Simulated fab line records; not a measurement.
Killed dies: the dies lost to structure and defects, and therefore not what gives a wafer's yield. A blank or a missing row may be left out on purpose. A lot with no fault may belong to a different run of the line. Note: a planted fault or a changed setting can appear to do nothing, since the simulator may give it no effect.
Problem report in the 8D (eight disciplines) form, filled by code | flow sky130 | the parts of the form that need people (team, actions taken, sign-off) are left out

== 1. PROBLEM STATEMENT ==
At SKY_PAD_OPEN_PROBE_99, killed_at_contacts averages 72 over 2 wafers from 2 lots, while fault-free wafers read 24, standard deviation 5. That puts it +9.7 standard deviations away from the usual mean.
Earliest sighting: wafer L296.2 on prober-02 at day 50 05:03. The record has a number at this step for 39 wafers belonging to 13 lots. Rule for "out" (also "out of limits"): further than 4 standard deviations from the usual mean. All remaining wafers that have a number are taken as sound.

== 2. WHAT IT IS, AND WHAT IT ISN'T ==
question                    | is                              | is not
which readings at this step | killed_at_contacts, killed_dies | killed_at_M0_to_M3, killed_at_M4_up, killed_at_front_end, killed_at_other, killed_open, killed_short
which lots                  | L296, L298                      | L278, L279, L282, L283, L286, L287, L288, L291, L292, L294, L297
which wafers of those lots  | L296.2, L298.5                  | L296.5, L296.6, L298.2, L298.3
read on which tools         | prober-01, prober-02            | -
when                        | from day 50 05:03               | up to then (30 sound wafers); but 7 sound wafers of L296, L297, L298 came after

== 3. WHAT RULES OUT EACH SUSPECT ==
Counting: a tool at a process step up to the reading stays a suspect if it ran every lot that is out. Sound lots after the first of them don't rule it out here, since some wafers of a struck lot are sound.
- pvd_sputter-03 at SKY_LI_CONTACT_PRE_CLEAN_18 (time 5.6 s): kept. It ran every lot that is out, first L296 (day 35 11:22); its last sound lot up to then is L291 (day 33 21:47).
Remaining after the count: pvd_sputter-03 at SKY_LI_CONTACT_PRE_CLEAN_18.

== 4. THE CAUSE (what the simulator had put in) ==
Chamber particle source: pvd_sputter-03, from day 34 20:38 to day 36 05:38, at SKY_LI_CONTACT_PRE_CLEAN_18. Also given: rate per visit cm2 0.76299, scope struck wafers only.
Only this tool survived the counting.

== 5. THE CHAIN OF EFFECTS, in route order ==
One row per reading whose mean, taken over the struck wafers that have a number, lies over 3 standard deviations from the usual. Only readings whose record carries a usual standard deviation are examined. hours: median over the lots of the time between each lot's start at the first step of this table that gives one and its start at this step. sigmas: the change, counted in usual standard deviations.
hours | step                  | reading            | usual | on struck wafers | change | sigmas
0     | SKY_PAD_OPEN_PROBE_99 | killed_at_contacts | 24    | 72               | +48    | +9.7
0     | SKY_PAD_OPEN_PROBE_99 | killed_dies        | 88    | 134              | +46    | +5.1
Process steps it contains:
- SKY_PAD_OPEN_PROBE_99

== 6. HOW IT WOULD HAVE BEEN CAUGHT EARLIER ==
The fault began at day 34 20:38; the first out-of-limits reading in this record came at day 50 05:03, 368 hours later.
An alarm limit of 4 standard deviations would not have fired on the tool readings at SKY_LI_CONTACT_PRE_CLEAN_18 for which the record gives a usual standard deviation, since none of them was out on any struck wafer.
By day 50 05:03, every lot that is out (2) had started SKY_LI_CONTACT_PRE_CLEAN_18 on pvd_sputter-03. Tool hold at that time: it would have spared none of them.
